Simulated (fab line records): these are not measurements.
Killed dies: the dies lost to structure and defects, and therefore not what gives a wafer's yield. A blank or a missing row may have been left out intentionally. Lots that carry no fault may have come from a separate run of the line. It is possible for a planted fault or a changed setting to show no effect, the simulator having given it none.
2 desks looking at one fault	flow gf180mcu	only its own numbers are on each desk; what lay behind them is given at the end

== THE TOOL OWNER'S DESK: rie diel-02 ==
The tool's own readings at GF_M5_ETCH_09 (etches Si3N4 in CF4/O2, target depth 52 nm, time 11.6 s): means of the sampled wafers that have a number, for each lot that ran on this tool. Marked OUT: a lot whose mean sits more than 4 standard deviations from the usual mean, which makes it out of limits; the brackets give that distance.
Columns: A = drypump motor current A at GF_M5_ETCH_09, usual 5.5 A; B = oes product au at GF_M5_ETCH_09, usual 1.001 a.u.; C = rf fwd power W at GF_M5_ETCH_09, usual 785 W; D = throttle valve pct at GF_M5_ETCH_09, usual 5.972 %
lot	first seen here	A	B	C	D
L730	day 29 00:34	5.7	1.022	826 (+11) OUT	5.976
L738	day 31 08:12	5.9	0.994	787	5.978
This desk finds L730 out of limits, L730 being first, at day 29 00:34 (rf fwd power W at GF_M5_ETCH_09). In limits: L738.

== METROLOGY DESK ==
Lot by lot, what the gauges showed, no matter which tool ran the lot: averages of those sampled wafers that carry a number. Marked OUT: a lot whose mean sits more than 4 standard deviations from the usual mean, which makes it out of limits; the brackets give that distance.
Columns: A = cd nm at GF_M5_CD_MEAS_07, usual 279.9 nm; B = M5_OVL at GF_M5_OVL_MEAS_08, usual 0 nm
lot	first seen here	A	B
L723	day 26 16:06	278.7	4
L730	day 29 00:28	280.7	-5
L733	day 29 17:37	281.2	0
L738	day 31 08:05	281.2	3
L742	day 32 05:43	280.4	4
This desk's finding: nothing out of limits on any of the 5 lots.

== ALL TOGETHER ==
An alarm could have come from the tool owner's desk at day 29 00:34, on L730.
The metrology desk saw nothing out of limits.
The metrology desk has L730 on record, within its limits.
On rie diel-02, each named lot ran GF_M5_ETCH_09.

== WHAT THE SIMULATOR HAD PUT IN ==
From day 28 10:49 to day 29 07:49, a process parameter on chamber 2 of rie diel-02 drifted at GF_M5_ETCH_09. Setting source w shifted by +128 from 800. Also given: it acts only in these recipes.
Shown lots that were struck: L730.
Delay in hours, fault start to first out-of-limits reading, by desk: the tool owner's desk at 14.
